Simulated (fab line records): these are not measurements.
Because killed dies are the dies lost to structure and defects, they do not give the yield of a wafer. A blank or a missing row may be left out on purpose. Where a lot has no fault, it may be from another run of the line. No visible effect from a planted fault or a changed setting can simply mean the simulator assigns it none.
Matching of chambers    flow sky130    SKY_CONTACT_CMP_04 on cmp-01 has 4 sister chambers
The step polishes SiO2. 4 wafers are shown with their chamber, then 6 later ones without.

## WAFERS, EACH WITH ITS CHAMBER
wafer   chamber  motor-current-A (A)
L790.5  0        10.3
L791.4  1        11.8
L796.2  3        14.3
L796.5  2        13.1

## WAFERS WHOSE CHAMBER IS MISSING
wafer   motor-current-A (A)
L796.6  11.9
L798.3  12.4
L798.6  12.8
L805.3  12.4
L805.4  13.0
L805.5  13.2

## CHAMBER TAKEN BY EACH
wafer    from the rows above       in truth
L796.6   1                         1
L798.3   can't be placed: 1 or 2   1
L798.6   can't be placed: 2 or 1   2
L805.3   can't be placed: 1 or 2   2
L805.4   2                         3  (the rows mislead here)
L805.5   2                         2
Correct placement for 2 of the 6. From these rows, 3 cannot be placed; in 3 the true chamber is one of the candidates. 1 placed wrongly.
How it was worked out, from the rows above alone: a wafer's distance from a chamber is the root of the sum, over the readings, of the square of ((its reading less the chamber's mean) divided by the reading's scatter). The wafer belongs to the nearest chamber; if the next one is less than 2 further off, it can't be placed. For every chamber, the mean is computed from those of its wafers that are shown. The scatter (one wafer shown for each chamber): square how far every hidden wafer sits from the nearest shown wafer, average those squares and take the square root.
